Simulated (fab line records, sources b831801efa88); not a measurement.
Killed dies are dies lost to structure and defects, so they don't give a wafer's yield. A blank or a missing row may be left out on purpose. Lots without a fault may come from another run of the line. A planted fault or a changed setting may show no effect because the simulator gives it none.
Which tool did it? | flow sky130 | 12 lots, 36 wafers sampled, at 1 step of a route of 708

WHAT THE GAUGES READ, wafer by wafer
SKY_LDD_HVP_OVL_MEAS_07.
lot  | measured     | on         | LDD_HVP_OVL (nm)
L075 | day 21 14:58 | overlay-01 | 1.9 2.6 2.9
L077 | day 22 11:37 | overlay-01 | 2.8 0.8 1.1
L079 | day 23 09:17 | overlay-02 | 1.4 1.9 1.8
L080 | day 23 19:41 | overlay-02 | 4.4 1.0 1.6
L083 | day 25 12:24 | overlay-01 | 2.2 3.1 1.9
L085 | day 26 09:08 | overlay-02 | 0.0 -0.9 3.0
L087 | day 26 14:51 | overlay-01 | 1.7 2.9 1.9
L089 | day 27 02:29 | overlay-02 | 1.7 1.8 3.0
L092 | day 27 22:59 | overlay-02 | -0.5 0.4 2.5
L093 | day 28 04:43 | overlay-02 | -0.2 2.2 1.7
L095 | day 28 19:18 | overlay-02 | 3.3 1.1 3.9
L097 | day 29 13:20 | overlay-01 | 4.2 2.6 3.6

WHICH TOOL RAN EACH LOT (tool, then ch and the chambers of the sampled wafers, then the start)
The record holds no process step before these readings.

THE ANSWER, worked out from the rows above alone
Rule: what is usual is taken from the lots themselves. Put in order of their means at a reading, lots are off if they are a third of the lots or fewer, leave a main group of 4 or more, and stand apart from it by a gap of 3 or more times the standard deviation of the main group's means; of several such gaps the widest counts. A main group whose means are all the same, to the digits that the tables above print for the reading, isn't used. A lot without any number at a reading at which 4 lots or more have one is off too. The other lots that the step has rows for count as sound.
No lot is off at any reading shown: from this, nothing can be told.

WHAT THE SIMULATOR HAD PUT IN
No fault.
